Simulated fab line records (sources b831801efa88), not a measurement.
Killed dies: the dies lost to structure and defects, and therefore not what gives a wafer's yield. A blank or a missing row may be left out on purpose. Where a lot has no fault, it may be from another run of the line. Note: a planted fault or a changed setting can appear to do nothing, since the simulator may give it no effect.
fab line records	flow sky130
record: lots: 14	wafers: 42	last_day: 50
route steps=708 shown VIA4@652 PASSIVATION@689
lots that met no fault: from a run of the same line without faults
start_h: start of the lot's first displayed wafer, in hours after the record's first day	wait_h: hours elapsed since this lot's preceding step	" identical to the entry in the row above	L1.1+2: a row that stands for several wafers	- value missing, or start not given	* or withheld: withheld	< > ~ a bound
route shown NAME@n: a module of which the file shows steps, and the number in the route of the first	usual: mean/standard deviation of fault-free wafers	same: alike in all rows	chamber/n: place in a boat	sites: the reading at each site	_std_site: standard deviation across them	_edge_site: the outer-site mean with the inner-site mean subtracted	radius_mm: how far each site lies from the wafer's centre	mask NAME#n: copy n	behind: tool/chamber where the wafer was last shaped	hold: cause of the lot's hold/its duration in hours/its outcome	device: names the non-switching transistor (n, p or np)	end of line: the same wafers' tests at the end of the route	a step without rows: its recipe alone	killed: not the wafer's yield, but the dies lost to structure and defects at the first sort	map: a wafer's dies, marking killed ones x, the rest . and places with no die _
set.NAME: the run value of the setting; set.NAME@STEP: its run value at that earlier step	model.NAME: the simulator's own value behind a step, which no gauge read
steps of the route over a sample of lots; a table a step, a row a wafer
services: from which hour (start_h, from the record's first day; less than 0 if before it) a tool's chamber was out of use, for how many hours, and why
== steps ==
step: SKY_VIA4_STRIP_13
recipe: chemistry: O2/N2	power_w: 1400	pressure_mtorr: 1500	platen_temp_c: withheld	o2_flow_sccm: 3000	n2_flow_sccm: 300	overash_fraction: 0.5
usual: drypump_motor_current_A: 5.5/0.44	oes_product_au: 0.709/0.0046	strip_time_to_endpoint_s: 12.809/0.027
lot.wafer	tool	chamber	start_h	wait_h	drypump_motor_current_A	oes_product_au	rf_hours_counter_h	strip_time_to_endpoint_s
L562.1	plasma_asher-04	1	1006.88	-	5.8	0.708	91	12.822
L562.2	"	0	"	"	5.4	0.709	91	12.774
L562.4	"	1	"	"	5.8	0.711	-	12.786
L563.2	plasma_asher-04	1	1016.01	-	5.8	0.714	92	12.842
L563.4	"	0	"	"	5.4	0.702	-	12.812
L563.6	"	1	"	"	5.8	0.707	-	12.816
L565.2	plasma_asher-02	1	1032.21	-	5.8	0.709	58	12.802
L565.3	"	1	"	"	5.8	0.705	-	12.853
L565.6	"	0	"	"	6.1	0.713	-	12.797
L566.1	plasma_asher-03	1	1045.11	-	5.7	0.707	28	12.873
L566.2	"	0	"	"	4.9	0.714	28	12.847
L566.6	"	1	"	"	5.7	0.705	-	12.878
L568.1	plasma_asher-02	0	1057.16	-	6.1	0.710	61	12.770
L568.2	"	1	"	"	5.8	0.717	61	12.794
L568.5	"	1	"	"	5.8	0.707	-	12.796
L574.3	plasma_asher-03	1	1088.89	-	5.7	0.702	-	12.774
L574.4	"	0	"	"	4.9	0.708	-	12.790
L574.6	"	1	"	"	5.8	0.710	-	12.802
L576.2	plasma_asher-03	1	1092.66	-	5.7	0.715	37	12.779
L576.3	"	0	"	"	4.9	0.708	-	12.783
L576.5	"	1	"	"	5.8	0.709	-	12.813
L575.1	plasma_asher-03	1	1095.28	-	5.7	0.701	37	12.795
L575.4	"	0	"	"	4.9	0.711	-	12.829
L575.5	"	0	"	"	4.9	0.704	-	12.798
L577.1	plasma_asher-03	0	1105.96	-	4.9	0.704	39	12.832
L577.2	"	1	"	"	5.7	0.705	39	12.785
L577.3	"	1	"	"	5.7	0.705	-	12.873
L579.1	plasma_asher-04	0	1115.43	-	5.4	0.702	96	12.805
L579.3	"	0	"	"	5.4	0.714	-	12.838
L579.4	"	1	"	"	5.8	0.707	-	12.786
L580.1	plasma_asher-03	0	1124.61	-	4.9	0.705	40	12.792
L580.3	"	1	"	"	5.7	0.713	-	12.818
L580.6	"	0	"	"	4.9	0.713	-	12.797
L582.1	plasma_asher-03	0	1134.46	-	4.9	0.717	41	12.840
L582.4	"	1	"	"	5.7	0.718	-	12.831
L582.5	"	0	"	"	4.9	0.724	-	12.777
L583.1	plasma_asher-04	1	1141.06	-	5.8	0.709	99	12.791
L583.2	"	0	"	"	5.4	0.708	99	12.777
L583.3	"	1	"	"	5.8	0.706	-	12.852
L584.2	plasma_asher-03	1	1143.81	-	5.8	0.706	42	12.788
L584.4	"	1	"	"	5.8	0.708	-	12.819
L584.6	"	0	"	"	4.9	0.718	-	12.824
step: SKY_VIA4_CVD_18
recipe: material: W	target_thk_nm: 505	time_s: 152.14	temp_c: 400	pressure_torr: 40
usual: heater_power_w: 832/83	susceptor_temp_C: 400.02/0.2
lot.wafer	tool	chamber	start_h	wait_h	heater_power_w	since_wet_clean_h	susceptor_temp_C
L562.1	cvd_w-02	0	1007.57	0.0	960	604	399.87
L562.2	"	1	"	"	856	604	400.18
L562.4	"	0	"	"	970	-	399.81
L563.2	cvd_w-01	0	1016.66	0.0	802	99	400.37
L563.4	"	0	"	"	800	-	399.99
L563.6	"	0	"	"	797	-	400.21
L565.2	cvd_w-01	0	1032.90	0.0	789	115	399.81
L565.3	"	0	"	"	798	-	399.71
L565.6	"	0	"	"	794	-	400.14
L566.1	cvd_w-02	1	1045.76	0.0	892	642	399.89
L566.2	"	1	"	"	890	-	400.15
L566.6	"	1	"	"	882	-	400.18
L568.1	cvd_w-02	0	1057.85	0.0	955	654	399.92
L568.2	"	1	"	"	876	654	400.03
L568.5	"	0	"	"	980	-	399.83
L574.3	cvd_w-01	0	1089.61	0.1	791	-	399.82
L574.4	"	0	"	"	809	-	399.71
L574.6	"	0	"	"	787	-	399.99
L576.2	cvd_w-01	1	1093.31	0.0	758	175	399.80
L576.3	"	1	"	"	745	-	399.78
L576.5	"	1	"	"	734	-	399.98
L575.1	cvd_w-02	0	1095.94	0.0	971	692	399.85
L575.4	"	1	"	"	900	-	399.96
L575.5	"	1	"	"	879	-	400.54
L577.1	cvd_w-01	1	1106.63	0.0	731	189	399.60
L577.2	"	0	"	"	808	189	399.94
L577.3	"	1	"	"	746	-	399.82
L579.1	cvd_w-02	0	1116.09	0.0	985	712	400.37
L579.3	"	0	"	"	948	-	400.10
L579.4	"	1	"	"	862	-	399.48
L580.1	cvd_w-01	0	1125.27	0.0	784	207	400.34
L580.3	"	0	"	"	801	-	399.95
L580.6	"	1	"	"	724	-	399.96
L582.1	cvd_w-01	0	1135.11	0.0	795	217	399.90
L582.4	"	1	"	"	752	-	399.92
L582.5	"	0	"	"	794	-	399.98
L583.1	cvd_w-01	1	1141.72	0.0	743	224	400.09
L583.2	"	0	"	"	800	224	400.04
L583.3	"	0	"	"	810	-	400.05
L584.2	cvd_w-02	0	1144.55	0.0	995	741	399.92
L584.4	"	0	"	"	990	-	399.92
L584.6	"	0	"	"	959	-	400.00
step: SKY_VIA4_RS_MEAS_19
recipe: thk_meas_gauge: four-point-probe	reads: W_of_VIA4_CVD_18+TiN_of_VIA4_SPUTTER_17
usual: VIA4_W_RS: 0.226/0.0033
lot.wafer	tool	chamber	start_h	wait_h	VIA4_W_RS[ohm/sq]
L562.1	film_metro-03	-	1007.72	0.1	0.225
L562.2	"	-	"	"	0.224
L562.4	"	-	"	"	0.226
L563.2	film_metro-04	-	1016.83	0.1	0.227
L563.4	"	-	"	"	0.227
L563.6	"	-	"	"	0.229
L565.2	film_metro-04	-	1033.07	0.1	0.232
L565.3	"	-	"	"	0.228
L565.6	"	-	"	"	0.230
L566.1	film_metro-02	-	1046.07	0.3	0.220
L566.2	"	-	"	"	0.222
L566.6	"	-	"	"	0.220
L568.1	film_metro-04	-	1058.01	0.1	0.226
L568.2	"	-	"	"	0.221
L568.5	"	-	"	"	0.224
L574.3	film_metro-02	-	1089.86	0.2	0.228
L574.4	"	-	"	"	0.230
L574.6	"	-	"	"	0.228
L576.2	film_metro-04	-	1093.48	0.1	0.228
L576.3	"	-	"	"	0.228
L576.5	"	-	"	"	0.227
L575.1	film_metro-04	-	1096.09	0.1	0.228
L575.4	"	-	"	"	0.225
L575.5	"	-	"	"	0.223
L577.1	film_metro-04	-	1106.78	0.1	0.226
L577.2	"	-	"	"	0.224
L577.3	"	-	"	"	0.225
L579.1	film_metro-03	-	1116.24	0.1	0.226
L579.3	"	-	"	"	0.229
L579.4	"	-	"	"	0.221
L580.1	film_metro-04	-	1125.42	0.1	0.228
L580.3	"	-	"	"	0.227
L580.6	"	-	"	"	0.230
L582.1	film_metro-03	-	1135.26	0.1	0.225
L582.4	"	-	"	"	0.228
L582.5	"	-	"	"	0.226
L583.1	film_metro-04	-	1141.87	0.1	0.225
L583.2	"	-	"	"	0.226
L583.3	"	-	"	"	0.228
L584.2	film_metro-02	-	1144.72	0.1	0.226
L584.4	"	-	"	"	0.226
L584.6	"	-	"	"	0.227
step: SKY_PASSIVATION_EXPOSE_08
recipe: mask_id: NSM	target_cd_nm: 3000	na: 0.57	dose_mj: 260
usual: exposure_dose_mJ_cm2: 260.02/0.24	focus_offset_nm: 0.1/0.57
lot.wafer	tool	chamber	start_h	wait_h	mask	exposure_dose_mJ_cm2	focus_offset_nm
L562.1	iline_stepper-02	0	1042.89	-	NSM#0	259.97	0.0
L562.2	"	0	"	"	NSM#0	260.33	0.2
L562.4	"	0	"	"	NSM#0	260.01	0.5
L563.2	iline_stepper-02	0	1052.57	-	NSM#0	260.05	-0.2
L563.4	"	0	"	"	NSM#0	259.80	0.0
L563.6	"	0	"	"	NSM#0	259.92	-0.2
L565.2	iline_stepper-02	-	1067.76	-	NSM#0	-	-
L565.3	"	-	"	"	NSM#0	-	-
L565.6	"	-	"	"	NSM#0	-	-
L566.1	iline_stepper-01	-	1080.00	-	NSM#0	-	-
L566.2	"	-	"	"	NSM#0	-	-
L566.6	"	-	"	"	NSM#0	-	-
L568.1	iline_stepper-02	0	1090.87	-	NSM#0	260.02	-0.4
L568.2	"	0	"	"	NSM#0	259.62	-0.9
L568.5	"	0	"	"	NSM#0	259.47	-0.3
L574.3	iline_stepper-02	0	1122.01	-	NSM#0	260.64	0.1
L574.4	"	0	"	"	NSM#0	260.15	0.2
L574.6	"	0	"	"	NSM#0	260.04	-0.4
L576.2	iline_stepper-01	0	1125.95	-	NSM#0	260.03	0.0
L576.3	"	0	"	"	NSM#0	260.10	0.0
L576.5	"	0	"	"	NSM#0	260.06	0.1
L575.1	iline_stepper-02	0	1128.47	-	NSM#0	259.84	-0.1
L575.4	"	0	"	"	NSM#0	260.34	-0.2
L575.5	"	0	"	"	NSM#0	259.67	0.2
L577.1	iline_stepper-01	0	1138.05	-	NSM#0	259.84	-1.0
L577.2	"	0	"	"	NSM#0	260.35	-1.2
L577.3	"	0	"	"	NSM#0	260.16	-1.5
L579.1	iline_stepper-01	0	1146.68	-	NSM#0	259.91	-0.1
L579.3	"	0	"	"	NSM#0	260.24	-1.1
L579.4	"	0	"	"	NSM#0	259.86	0.2
L580.1	iline_stepper-01	0	1154.34	-	NSM#0	260.42	-0.3
L580.3	"	0	"	"	NSM#0	260.41	-0.1
L580.6	"	0	"	"	NSM#0	260.16	-0.2
L582.1	iline_stepper-02	0	1164.85	-	NSM#0	260.43	0.4
L582.4	"	0	"	"	NSM#0	260.06	0.9
L582.5	"	0	"	"	NSM#0	260.14	-0.2
L583.1	iline_stepper-01	0	1170.28	-	NSM#0	259.75	-0.9
L583.2	"	0	"	"	NSM#0	260.41	0.0
L583.3	"	0	"	"	NSM#0	260.15	-0.7
L584.2	iline_stepper-02	0	1172.60	-	NSM#0	259.90	-0.2
L584.4	"	0	"	"	NSM#0	260.07	-0.1
L584.6	"	0	"	"	NSM#0	260.05	0.0
== services ==
tool	chamber	start_h	hours	kind
plasma_asher-03	-	985.45	2.0	repair
iline_stepper-01	-	991.75	2.1	pm
iline_stepper-01	-	993.83	-	consumable_replace:lamp
iline_stepper-02	-	1000.21	1.7	pm
plasma_asher-03	-	1015.32	1.2	repair
iline_stepper-02	-	1018.87	2.9	repair
plasma_asher-04	-	1018.96	67.9	repair
plasma_asher-03	-	1022.37	0.9	repair
plasma_asher-02	-	1037.32	2.9	repair
iline_stepper-01	-	1038.33	3.4	repair
cvd_w-01	0	1039.70	10.2	repair
iline_stepper-02	0	1042.80	-	calibration
cvd_w-02	0	1045.64	3.0	repair
iline_stepper-01	-	1046.42	7.3	repair
plasma_asher-02	-	1081.84	28.1	pm
cvd_w-01	1	1087.85	2.7	repair
iline_stepper-01	-	1089.76	1.7	pm
iline_stepper-01	0	1122.30	-	calibration
plasma_asher-02	-	1135.33	5.1	repair
cvd_w-01	1	1161.87	4.0	repair
== key ==
first_sign: step: SKY_PASSIVATION_EXPOSE_08	reading: tool_record	direction: missing
effect none on later readings
met_at SKY_PASSIVATION_EXPOSE_08
struck_lots L565,L566
later_rows_left_out L565.2,L565.3,L565.6,L566.1,L566.2,L566.6
sort_left_out L565.2,L565.3,L565.6,L566.1,L566.2,L566.6
not_acting_at SKY_VIA4_STRIP_13,SKY_VIA4_CVD_18,SKY_VIA4_RS_MEAS_19
onset_between 1052.57 1067.76
fault: kind: skipped_step_whole	tool: iline_stepper-01,iline_stepper-02	chamber: -	onset_h: 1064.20	steps: SKY_PASSIVATION_EXPOSE_08	scope: struck_lots_only
sort_left_out: the simulated sort isn't trusted on such a fault, so these wafers' sort isn't shown, and their yield isn't known
later_rows_left_out: the simulator's readings of these wafers behind a module that went badly wrong aren't trusted and aren't shown, but for the sort
